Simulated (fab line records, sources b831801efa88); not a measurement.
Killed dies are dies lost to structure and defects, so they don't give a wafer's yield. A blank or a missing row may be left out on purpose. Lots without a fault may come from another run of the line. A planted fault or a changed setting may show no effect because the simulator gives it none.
One fault seen from 2 desks | flow gf180mcu | each desk has only its own numbers; what lay behind them comes last

THE METROLOGY DESK
What the gauges read, lot by lot, whatever tool the lot ran on: means of the sampled wafers that have a number. A lot is out of limits, marked OUT, if its mean lies more than 4 standard deviations from the usual mean; the brackets give that distance.
Columns: A = M4_ALCU_RS at GF_M4_RS_MEAS_05, usual 0.0696 ohm/sq; B = M4_ALCU_THK at GF_M4_THK_MEAS_06, usual 450 nm; C = cd_nm at GF_M4_CD_MEAS_14, usual 280.1 nm
lot  | first seen here | A      | B   | C
L271 | day 25 05:29    | 0.0695 | 448 | 279.7
L273 | day 26 00:32    | 0.0683 | 455 | -
L274 | day 26 13:36    | 0.0711 | 442 | -
L279 | day 27 16:53    | 0.0697 | 447 | 279.3
L282 | day 28 16:26    | 0.0705 | 445 | 280.8
L284 | day 29 07:04    | 0.0699 | 448 | 280.2
This desk's finding: nothing out of limits on any of the 6 lots.

THE TOOL OWNER'S DESK: litho_track-02
The tool's own readings at GF_M4_DEVELOP_13 (develop time 60 s): means of the sampled wafers that have a number, for each lot that ran on this tool. A lot is out of limits, marked OUT, if its mean lies more than 4 standard deviations from the usual mean; the brackets give that distance.
Columns: A = chill_plate_temp_C at GF_M4_DEVELOP_13, usual 22.96 C
lot  | first seen here | A
L279 | day 28 12:20    | 22.84
L284 | day 30 00:54    | 22.91
This desk's finding: nothing out of limits on any of the 2 lots.

PUT TOGETHER
The metrology desk saw nothing out of limits.
The tool owner's desk saw nothing out of limits.

WHAT THE SIMULATOR HAD PUT IN
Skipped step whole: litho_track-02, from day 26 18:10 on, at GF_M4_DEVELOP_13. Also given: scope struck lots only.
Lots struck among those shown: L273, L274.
